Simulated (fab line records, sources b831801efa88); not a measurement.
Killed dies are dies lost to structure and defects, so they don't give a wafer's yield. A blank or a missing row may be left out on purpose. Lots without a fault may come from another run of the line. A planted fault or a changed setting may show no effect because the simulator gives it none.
fab line records | flow sky130
record lots=11 wafers=33 last_day=50
route steps=708 shown SONOS_ONO@171 GATE_OXIDE@200 POLY_GATE@228
lots that met no fault: from a run of the same line without faults
start_h: hours from the record's first day to the start of the lot's first wafer shown | wait_h: hours since the lot's step before | " the same as in the row above | L1.1+2: a row that stands for several wafers | - no value, or no start given | * or withheld: withheld | < > ~ a bound
route shown NAME@n: a module of which the file shows steps, and the number in the route of the first | usual: mean/standard deviation of fault-free wafers | same: alike in all rows | chamber/n: place in a boat | sites: the reading at each site | _std_site: their standard deviation | _edge_site: outer sites' mean less inner sites' | radius_mm: how far each site lies from the wafer's centre | mask NAME#n: copy n | behind: the tool/chamber that last shaped the wafer | hold: why the lot was held/for how many hours/how that ended | device: the transistor (n, p or np) that didn't switch | end of line: the same wafers' tests at the end of the route | a step without rows: its recipe alone | killed: dies lost to structure and defects at the first sort, not the wafer's yield | map: a wafer's dies, x killed, . not, _ none there
set.NAME: the setting as run; set.NAME@STEP: as run at that earlier step | model.NAME: the simulator's own value behind a step, which no gauge read
steps of the route over a sample of lots; a table a step, a row a wafer
services: from which hour (start_h, from the record's first day; less than 0 if before it) a tool's chamber was out of use, for how many hours, and why
## steps
# step SKY_SONOS_ONO_THK_MEAS_03
# recipe reads=Si3N4_of_SONOS_ONO_CVD_02
# usual SONOS_ONO_CVD_02_THK=10.53/0.12
# columns lot.wafer tool chamber start_h wait_h SONOS_ONO_CVD_02_THK[nm]
L910.1 film_metro-03 - 274.30 0.0 10.62
L910.2 " - " " 10.54
L910.4 " - " " 10.56
L911.2 film_metro-04 - 280.29 0.0 10.47
L911.4 " - " " 10.63
L911.5 " - " " 10.62
L916.2 film_metro-04 - 318.53 0.0 10.58
L916.5 " - " " 10.43
L916.6 " - " " 10.45
L917.2 film_metro-04 - 329.54 0.0 10.24
L917.4 " - " " 10.38
L917.6 " - " " 10.40
L919.3 film_metro-03 - 352.04 0.0 10.47
L919.5 " - " " 10.58
L919.6 " - " " 10.71
L920.3 film_metro-02 - 357.15 0.0 10.60
L920.4 " - " " 10.54
L920.5 " - " " 10.58
L921.1 film_metro-03 - 357.18 0.1 10.47
L921.2 " - " " 10.32
L921.5 " - " " 10.58
L924.1 film_metro-02 - 386.29 0.0 10.65
L924.4 " - " " 10.77
L924.6 " - " " 10.69
L929.1 film_metro-04 - 418.18 0.0 10.54
L929.4 " - " " 10.53
L929.6 " - " " 10.61
L928.1 film_metro-04 - 429.92 0.0 10.37
L928.3 " - " " 10.35
L928.5 " - " " 10.40
L931.2 film_metro-04 - 441.73 0.0 10.65
L931.3 " - " " 10.63
L931.4 " - " " 10.57
# step SKY_GATE_OXIDE_STRIP_13
# recipe chemistry=O2/N2 power_w=1400 pressure_mtorr=1500 platen_temp_c=withheld o2_flow_sccm=3000 n2_flow_sccm=300 overash_fraction=0.5
# usual drypump_motor_current_A=5.7/0.5 oes_product_au=0.715/0.0046 strip_time_to_endpoint_s=14.20/0.042
# columns lot.wafer tool chamber start_h wait_h drypump_motor_current_A oes_product_au rf_hours_counter_h strip_time_to_endpoint_s
L910.1 plasma_asher-03 1 330.29 0.0 5.5 0.715 55 14.21
L910.2 " 0 " " 6.5 0.707 55 14.19
L910.4 " 0 " " 6.5 0.715 - 14.18
L911.2 plasma_asher-04 0 335.76 0.0 5.8 0.717 68 14.28
L911.4 " 1 " " 5.1 0.710 - 14.27
L911.5 " 0 " " 5.7 0.714 - 14.21
L916.2 plasma_asher-01 0 377.29 0.0 5.3 0.717 59 14.24
L916.5 " 1 " " 6.3 0.718 - 14.18
L916.6 " 0 " " 5.3 0.724 - 14.15
L917.2 plasma_asher-04 0 388.74 0.0 5.8 0.707 75 14.27
L917.4 " 1 " " 5.1 0.711 - 14.25
L917.6 " 1 " " 5.1 0.716 - 14.26
L919.3 plasma_asher-04 1 412.20 0.0 5.1 0.718 - 14.18
L919.5 " 0 " " 5.8 0.722 - 14.18
L919.6 " 1 " " 5.1 0.710 - 14.19
L920.3 plasma_asher-04 0 417.45 0.0 5.8 0.715 - 14.18
L920.4 " 1 " " 5.1 0.718 - 14.20
L920.5 " 1 " " 5.1 0.721 - 14.17
L921.1 plasma_asher-04 0 420.26 0.0 5.8 0.714 77 14.25
L921.2 " 1 " " 5.1 0.720 77 14.18
L921.5 " 1 " " 5.1 0.715 - 14.18
L924.1 plasma_asher-01 0 450.51 0.0 5.3 0.721 2 14.24
L924.4 " 1 " " 6.3 0.713 - 14.18
L924.6 " 0 " " 5.3 0.713 - 14.16
L929.1 plasma_asher-04 1 483.94 0.0 5.1 0.717 84 14.18
L929.4 " 0 " " 5.8 0.712 - 14.18
L929.6 " 0 " " 5.8 0.717 - 14.24
L928.1 plasma_asher-01 1 494.12 0.0 6.3 0.706 7 14.18
L928.3 " 1 " " 6.3 0.719 - 14.15
L928.5 " 0 " " 5.3 0.707 - 14.17
L931.2 plasma_asher-01 0 505.92 0.0 5.3 0.717 8 14.18
L931.3 " 0 " " 5.3 0.715 - 14.17
L931.4 " 1 " " 6.3 0.709 - 14.15
# step SKY_POLY_GATE_OVL_MEAS_14
# usual POLY_GATE_OVL=-2/4.7
# columns lot.wafer tool chamber start_h wait_h POLY_GATE_OVL[nm]
L910.1 overlay-02 - 390.98 0.1 -7
L910.2 " - " " -7
L910.4 " - " " -9
L911.2 overlay-02 - 396.85 0.1 2
L911.4 " - " " 6
L911.5 " - " " -2
L916.2 overlay-02 - 442.16 0.1 -3
L916.5 " - " " -2
L916.6 " - " " -5
L917.2 overlay-01 - 455.91 0.1 -3
L917.4 " - " " -3
L917.6 " - " " 5
L919.3 overlay-02 - 479.69 0.1 9
L919.5 " - " " 0
L919.6 " - " " 2
L920.3 overlay-02 - 485.70 0.1 -4
L920.4 " - " " -6
L920.5 " - " " 2
L921.1 overlay-02 - 487.71 0.1 -2
L921.2 " - " " 7
L921.5 " - " " 0
L924.1 overlay-02 - 516.87 0.1 -6
L924.4 " - " " -2
L924.6 " - " " 3
L929.1 overlay-01 - 550.60 0.1 -5
L929.4 " - " " 1
L929.6 " - " " -3
L928.1 overlay-01 - 559.02 0.1 -7
L928.3 " - " " -6
L928.5 " - " " -1
L931.2 overlay-02 - 572.11 0.1 -13
L931.3 " - " " 1
L931.4 " - " " 1
# step SKY_POLY_GATE_OXIDATION_20
# recipe temp_c=850 ambient=O2 stabilise_s=600 purge_s=300 target_thk_a=40 ox_time_s=899
# usual spike_tc_bottom_C=868.6/1.1 spike_tc_centre_C=850.3/1.3 spike_tc_lower_C=849.3/1.1 spike_tc_top_C=860/4.8 spike_tc_upper_C=850.7/1.2 tube_center_temp_C=850/0.08 tube_center_temp_C_max=852.1/0.32 zone_power_centre_pct=16.95/0.17 zone_power_top_pct=29.5/0.33
# same purge_s=300
# columns lot.wafer tool chamber start_h wait_h spike_tc_bottom_C spike_tc_centre_C spike_tc_lower_C spike_tc_top_C spike_tc_upper_C tube_center_temp_C tube_center_temp_C_max zone_power_centre_pct zone_power_top_pct
L910.1 furnace-01 0 393.27 1.9 868.2 851.0 848.3 865 850.7 850.05 852.5 16.82 30.0
L910.2 " 0 " " 867.7 850.6 849.1 864 848.5 849.99 851.7 17.18 28.6
L910.4 " 0 " " 867.8 850.4 847.6 865 849.1 850.05 851.9 16.84 29.4
L911.2 furnace-01 0 400.85 3.6 867.8 851.3 848.9 865 850.1 850.03 851.9 16.82 29.0
L911.4 " 0 " " 867.9 851.0 847.4 867 848.5 849.83 851.9 16.92 30.2
L911.5 " 0 " " 867.8 850.9 849.2 866 850.8 849.92 852.3 16.93 30.0
L916.2 furnace-02 0 443.24 0.7 868.7 849.3 849.3 855 852.6 849.99 851.9 16.71 29.5
L916.5 " 0 " " 867.9 849.7 846.7 856 851.6 850.04 852.2 16.88 29.5
L916.6 " 0 " " 870.3 849.1 849.4 856 852.1 850 853.0 16.97 29.2
L917.2 furnace-01 0 456.94 0.6 868.6 849.7 850.4 865 851.0 849.91 852.6 17.22 29.2
L917.4 " 0 " " 866.8 850.3 848.2 867 849.8 849.99 852.3 17.19 29.4
L917.6 " 0 " " 868.8 852.2 850.5 866 849.2 849.92 852.5 16.67 29.5
L919.3 furnace-02 0 480.10 0.0 869.1 851.0 849.4 856 852.0 850.05 852.1 17.11 29.9
L919.5 " 0 " " 869.4 849.7 849.8 856 852.1 850 853.4 16.98 29.3
L919.6 " 0 " " 871.3 848.3 851.4 857 850.5 849.97 851.9 16.95 28.7
L920.3 furnace-02 0 486.12 0.0 884.9 865.7 863.7 872 866.6 865.31 867.5 17.20 30.8
L920.4 " 0 " " 883.6 865.5 864.9 872 866.3 865.35 868.4 17.36 30.7
L920.5 " 0 " " 886.7 864.0 864.5 872 866.7 865.37 867.9 17.71 30.6
L921.1 furnace-02 0 488.13 0.0 885.6 865.4 864.6 870 868.9 865.57 867.4 17.51 30.5
L921.2 " 0 " " 883.8 864.7 864.1 869 866.2 865.34 867.1 17.41 29.9
L921.5 " 0 " " 883.7 864.1 864.6 872 866.8 865.39 868.0 17.50 30.4
L924.1 furnace-01 0 517.31 0.0 869.6 852.4 847.9 866 850.2 850.02 851.9 16.80 29.9
L924.4 " 0 " " 867.2 852.3 849.9 865 850.5 849.98 851.8 16.92 29.2
L924.6 " 0 " " 866.6 850.9 848.4 864 850.8 850.06 851.9 16.71 29.6
L929.1 furnace-01 0 551.03 0.0 868.4 853.7 848.0 863 851.0 850.06 851.8 17.07 29.3
L929.4 " 0 " " 869.3 852.5 851.7 864 851.1 849.97 851.9 16.98 29.6
L929.6 " 0 " " 867.1 852.2 847.9 867 848.6 849.89 851.9 17.12 29.4
L928.1 furnace-01 0 559.62 0.2 870.0 851.0 848.5 865 850.2 849.93 851.8 17.07 29.6
L928.3 " 0 " " 867.4 850.8 848.4 866 849.5 850.02 852.1 16.95 29.1
L928.5 " 0 " " 867.1 852.1 850.7 865 849.3 850.1 852.1 16.69 29.4
L931.2 furnace-01 0 573.10 0.6 868.1 851.7 849.7 864 849.0 850.11 852.3 16.95 29.6
L931.3 " 0 " " 867.9 850.4 849.1 865 850.1 850.06 851.9 16.98 29.3
L931.4 " 0 " " 868.6 850.2 849.7 865 851.5 850.06 852.1 16.98 29.4
# step SKY_POLY_GATE_THK_MEAS_21
# recipe reads=SiO2_of_POLY_GATE_OXIDATION_20
# usual POLY_GATE_OXIDATION_THK=3.99/0.083
# columns lot.wafer tool chamber start_h wait_h POLY_GATE_OXIDATION_THK[nm]
L910.1 film_metro-02 - 394.52 0.0 3.88
L910.2 " - " " 3.87
L910.4 " - " " 3.94
L911.2 film_metro-01 - 402.11 0.0 3.91
L911.4 " - " " 3.91
L911.5 " - " " 3.92
L916.2 film_metro-02 - 444.50 0.0 3.98
L916.5 " - " " 4.05
L916.6 " - " " 4.00
L917.2 film_metro-02 - 458.20 0.0 4.01
L917.4 " - " " 3.96
L917.6 " - " " 3.98
L919.3 film_metro-02 - 481.37 0.0 3.99
L919.5 " - " " 4.06
L919.6 " - " " 3.97
L920.3 film_metro-03 - 487.39 0.0 4.90
L920.4 " - " " 4.88
L920.5 " - " " 4.83
L921.1 film_metro-03 - 489.38 0.0 4.76
L921.2 " - " " 4.87
L921.5 " - " " 4.88
L924.1 film_metro-03 - 518.56 0.0 3.97
L924.4 " - " " 3.96
L924.6 " - " " 4.02
L929.1 film_metro-03 - 552.28 0.0 4.04
L929.4 " - " " 4.06
L929.6 " - " " 4.03
L928.1 film_metro-02 - 560.87 0.0 3.99
L928.3 " - " " 3.99
L928.5 " - " " 4.00
L931.2 film_metro-02 - 574.36 0.0 3.90
L931.3 " - " " 3.87
L931.4 " - " " 3.90
## services
# columns tool chamber start_h hours kind
plasma_asher-03 - 318.34 0.4 repair
plasma_asher-01 - 349.52 7.0 repair
furnace-02 - 359.67 3.2 pm
plasma_asher-04 - 381.32 0.6 repair
plasma_asher-04 - 391.98 3.4 repair
furnace-01 - 397.42 3.4 pm
furnace-02 - 410.19 2.9 pm
plasma_asher-01 - 421.25 9.0 pm
plasma_asher-01 0 421.25 9.0 vent_cycle
plasma_asher-01 1 421.25 9.0 vent_cycle
plasma_asher-01 0 430.25 - clean
plasma_asher-01 1 430.25 - clean
plasma_asher-03 - 471.37 7.7 repair
furnace-01 - 471.91 3.5 pm
furnace-02 - 482.87 3.1 pm
plasma_asher-01 - 500.83 1.7 repair
furnace-01 - 505.01 3.1 pm
plasma_asher-04 - 513.51 4.3 pm
## key
first_sign step=SKY_POLY_GATE_OXIDATION_20 reading=tube_center_temp_C direction=up sigmas=99+ usual=* struck=*
effect step=SKY_POLY_GATE_OXIDATION_20 reading=tube_center_temp_C_max direction=up sigmas=49 usual=* struck=*
effect step=SKY_POLY_GATE_THK_MEAS_21 reading=POLY_GATE_OXIDATION_THK direction=up sigmas=10 usual=3.99 struck=4.85
met_at SKY_POLY_GATE_OXIDATION_20
struck_lots L920,L921
tester_left_out L920,L921
not_acting_at SKY_SONOS_ONO_THK_MEAS_03,SKY_GATE_OXIDE_STRIP_13,SKY_POLY_GATE_OVL_MEAS_14
onset_between 480.10 486.12
fault kind=process_parameter_drift tool=furnace-02 chamber=- onset_h=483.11 steps=SKY_POLY_GATE_OXIDATION_20 channel=temp_c offset=* shape=step end_h=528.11 acts_in=* stated=*
# tester_left_out: of these lots the tester's yield and bins aren't shown, on N5 and GAA mostly nor the transistor test; their killed dies are dies lost to structure and defects alone, not to doping, threshold or leakage, so they don't give the yield
